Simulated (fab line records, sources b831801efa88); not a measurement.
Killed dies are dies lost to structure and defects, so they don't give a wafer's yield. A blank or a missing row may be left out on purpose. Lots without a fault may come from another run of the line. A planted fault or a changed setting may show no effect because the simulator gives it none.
Which tool did it? | flow sky130 | 13 lots, 39 wafers sampled, at 5 steps of a route of 708

WHAT THE GAUGES READ, wafer by wafer
The record holds no reading of a measuring or inspecting step that can be judged against a usual standard deviation.

WHICH TOOL RAN EACH LOT (tool, then ch and the chambers of the sampled wafers, then the start)
lot  | SKY_METAL4_DESCUM_15              | SKY_METAL4_ETCH_16                | SKY_METAL5_METAL_ETCH_15          | SKY_METAL5_STRIP_16                  | SKY_PASSIVATION_CVD_00
L841 | rie_metal-02 ch 0, day 41 13:55   | rie_metal-02 ch 0, day 41 13:57   | rie_metal-02 ch 0,1, day 43 16:26 | plasma_asher-02 ch 0,1, day 43 16:40 | pecvd-04 ch 0,1, day 43 17:16
L843 | rie_metal-02 ch 0,1, day 42 12:53 | rie_metal-02 ch 0,1, day 42 12:56 | rie_metal-04 ch 0,1, day 44 13:14 | plasma_asher-02 ch 0,1, day 44 13:25 | pecvd-02 ch 0,1,2, day 44 13:58
L844 | rie_metal-04 ch 0,1, day 42 14:43 | rie_metal-04 ch 0,1, day 42 14:45 | rie_metal-02 ch 0,1, day 44 15:24 | plasma_asher-04 ch 0,1, day 44 15:38 | pecvd-04 ch 0,1, day 44 16:13
L845 | rie_metal-02 ch 0,1, day 42 21:22 | rie_metal-02 ch 0,1, day 42 21:23 | rie_metal-02 ch 0,1, day 44 21:21 | plasma_asher-01 ch 0,1, day 44 21:35 | pecvd-02 ch 0,1,2, day 44 22:10
L846 | rie_metal-01 ch 1, day 43 05:55   | rie_metal-01 ch 1, day 43 05:56   | rie_metal-03 ch 0,1, day 45 04:32 | plasma_asher-04 ch 0,1, day 45 04:47 | pecvd-04 ch 0,1, day 45 05:22
L847 | rie_metal-01 ch 0,1, day 43 17:52 | rie_metal-01 ch 0,1, day 43 17:54 | rie_metal-02 ch 0,1, day 45 16:29 | plasma_asher-04 ch 0,1, day 45 16:44 | pecvd-02 ch 0,1, day 45 17:19
L849 | rie_metal-02 ch 0,1, day 44 05:04 | rie_metal-02 ch 0,1, day 44 05:06 | rie_metal-02 ch 0,1, day 46 03:05 | plasma_asher-02 ch 1, day 46 03:20   | pecvd-04 ch 0, day 46 03:55
L850 | rie_metal-02 ch 0,1, day 44 08:38 | rie_metal-02 ch 0,1, day 44 08:41 | rie_metal-03 ch 0,1, day 46 06:20 | plasma_asher-04 ch 0,1, day 46 06:35 | pecvd-01 ch 0,1,2, day 46 07:10
L851 | rie_metal-01 ch 0,1, day 44 17:04 | rie_metal-01 ch 0,1, day 44 17:06 | rie_metal-02 ch 0,1, day 46 13:32 | plasma_asher-02 ch 0,1, day 46 13:47 | pecvd-01 ch 0,1,2, day 46 14:24
L859 | rie_metal-04 ch 0,1, day 46 14:59 | rie_metal-04 ch 0,1, day 46 15:02 | rie_metal-02 ch 0,1, day 48 08:40 | plasma_asher-01 ch 0,1, day 48 08:52 | pecvd-04 ch 0,1, day 48 09:25
L860 | rie_metal-02 ch 1, day 47 00:02   | rie_metal-02 ch 1, day 47 00:05   | rie_metal-03 ch 1, day 48 17:34   | plasma_asher-04 ch 0,1, day 48 17:57 | pecvd-04 ch 0,2, day 48 18:35
L861 | rie_metal-02 ch 0,1, day 47 03:52 | rie_metal-02 ch 0,1, day 47 03:53 | rie_metal-04 ch 0,1, day 48 20:39 | plasma_asher-02 ch 0, day 48 20:53   | pecvd-04 ch 0,1,2, day 48 21:29
L864 | rie_metal-01 ch 0,1, day 47 22:49 | rie_metal-01 ch 0,1, day 47 22:51 | rie_metal-04 ch 0,1, day 49 13:05 | plasma_asher-02 ch 0,1, day 49 13:19 | pecvd-02 ch 0,2, day 49 13:55
- SKY_METAL4_DESCUM_15: chemistry O2, time 8 s.
- SKY_METAL4_ETCH_16: etches BARC in N2/H2, stops on SiO2, time 88.2 s, target depth 60 nm.
- SKY_METAL5_METAL_ETCH_15: etches the open film in Cl2/BCl3, stops on SiO2, target depth 1260 nm, time 252 s.
- SKY_METAL5_STRIP_16: strips in O2/N2.
- SKY_PASSIVATION_CVD_00: deposits SiO2, target thk 90 nm.

WHAT THE TOOLS THEMSELVES READ (means of the sampled wafers that have a number; where no wafer has one, the mark that the record gives instead)
SKY_METAL4_DESCUM_15.
lot  | tool         | drypump_motor_current_A (A) | oes_product_au (a.u.)
L841 | rie_metal-02 | 5.9                         | 1.003
L843 | rie_metal-02 | 5.5                         | 0.999
L844 | rie_metal-04 | 6.4                         | 1.005
L845 | rie_metal-02 | 5.7                         | 1.013
L846 | rie_metal-01 | 6.7                         | 1.001
L847 | rie_metal-01 | 6.4                         | 0.992
L849 | rie_metal-02 | 5.5                         | 1.014
L850 | rie_metal-02 | 5.7                         | 1.009
L851 | rie_metal-01 | 6.2                         | 0.995
L859 | rie_metal-04 | 6.2                         | 1.007
L860 | rie_metal-02 | 5.3                         | 1.012
L861 | rie_metal-02 | 5.5                         | 1.020
L864 | rie_metal-01 | 6.4                         | 1.000

SKY_METAL4_ETCH_16.
lot  | tool         | drypump_motor_current_A (A) | oes_product_au (a.u.) | throttle_valve_pct (%)
L841 | rie_metal-02 | 5.9                         | 0.623                 | 13.204
L843 | rie_metal-02 | 5.5                         | 0.624                 | 13.211
L844 | rie_metal-04 | 6.4                         | 0.628                 | 13.198
L845 | rie_metal-02 | 5.7                         | 0.628                 | 13.205
L846 | rie_metal-01 | 6.7                         | 0.623                 | 13.204
L847 | rie_metal-01 | 6.4                         | 0.621                 | 13.206
L849 | rie_metal-02 | 5.5                         | 0.630                 | 13.209
L850 | rie_metal-02 | 5.7                         | 0.628                 | 13.202
L851 | rie_metal-01 | 6.2                         | 0.623                 | 13.204
L859 | rie_metal-04 | 6.2                         | 0.621                 | 13.208
L860 | rie_metal-02 | 5.3                         | 0.621                 | 13.211
L861 | rie_metal-02 | 5.5                         | 0.629                 | 13.205
L864 | rie_metal-01 | 6.4                         | 0.626                 | 13.208

SKY_METAL5_METAL_ETCH_15.
lot  | tool         | drypump_motor_current_A (A) | oes_product_au (a.u.) | throttle_valve_pct (%)
L841 | rie_metal-02 | 5.5                         | 0.894                 | 22.261
L843 | rie_metal-04 | 6.4                         | 0.891                 | 22.257
L844 | rie_metal-02 | 5.7                         | 0.897                 | 22.266
L845 | rie_metal-02 | 5.7                         | 0.893                 | 22.265
L846 | rie_metal-03 | 5.8                         | 0.896                 | 22.262
L847 | rie_metal-02 | 5.5                         | 0.886                 | 22.254
L849 | rie_metal-02 | 5.7                         | 0.900                 | 22.262
L850 | rie_metal-03 | 6.0                         | 0.893                 | 22.272
L851 | rie_metal-02 | 5.5                         | 0.893                 | 22.263
L859 | rie_metal-02 | 5.5                         | 0.894                 | 22.264
L860 | rie_metal-03 | 5.7                         | 0.896                 | 22.254
L861 | rie_metal-04 | 6.3                         | 0.893                 | 22.259
L864 | rie_metal-04 | 6.4                         | 0.893                 | 22.270

SKY_METAL5_STRIP_16.
lot  | tool            | drypump_motor_current_A (A) | oes_product_au (a.u.) | strip_time_to_endpoint_s (s)
L841 | plasma_asher-02 | 5.6                         | 0.704                 | 13.02
L843 | plasma_asher-02 | 5.2                         | 0.708                 | 12.95
L844 | plasma_asher-04 | 5.4                         | 0.711                 | 12.81
L845 | plasma_asher-01 | 5.8                         | 0.707                 | 13.03
L846 | plasma_asher-04 | 5.4                         | 0.713                 | 13.19
L847 | plasma_asher-04 | 5.2                         | 0.708                 | 12.89
L849 | plasma_asher-02 | 4.7                         | 0.714                 | 12.85
L850 | plasma_asher-04 | 5.4                         | 0.712                 | 13.09
L851 | plasma_asher-02 | 5.6                         | 0.714                 | 12.96
L859 | plasma_asher-01 | 5.7                         | 0.712                 | 13.47
L860 | plasma_asher-04 | 5.4                         | 0.711                 | 13.04
L861 | plasma_asher-02 | 6.0                         | 0.705                 | 12.98
L864 | plasma_asher-02 | 5.2                         | 0.712                 | 13.00

SKY_PASSIVATION_CVD_00.
lot  | tool     | heater_power_w (W)
L841 | pecvd-04 | 677
L843 | pecvd-02 | 617
L844 | pecvd-04 | 709
L845 | pecvd-02 | 637
L846 | pecvd-04 | 661
L847 | pecvd-02 | 604
L849 | pecvd-04 | 598
L850 | pecvd-01 | 619
L851 | pecvd-01 | 606
L859 | pecvd-04 | 711
L860 | pecvd-04 | 671
L861 | pecvd-04 | 701
L864 | pecvd-02 | 574

THE ANSWER, worked out from the rows above alone
Rule: what is usual is taken from the lots themselves. Put in order of their means at a reading, lots are off if they are a third of the lots or fewer, leave a main group of 4 or more, and stand apart from it by a gap of 3 or more times the standard deviation of the main group's means; of several such gaps the widest counts. A main group whose means are all the same, to the digits that the tables above print for the reading, isn't used. A lot without any number at a reading at which 4 lots or more have one is off too. The other lots that the step has rows for count as sound. The gauges are gone through in route order, then the tools' own readings, and for those a lot's mean is taken as printed above. The first step at which some lot is off is used, and at that step the reading that is off furthest; a lot without a number counts as furthest.
No lot is off at any reading shown: from this, nothing can be told.

WHAT THE SIMULATOR HAD PUT IN
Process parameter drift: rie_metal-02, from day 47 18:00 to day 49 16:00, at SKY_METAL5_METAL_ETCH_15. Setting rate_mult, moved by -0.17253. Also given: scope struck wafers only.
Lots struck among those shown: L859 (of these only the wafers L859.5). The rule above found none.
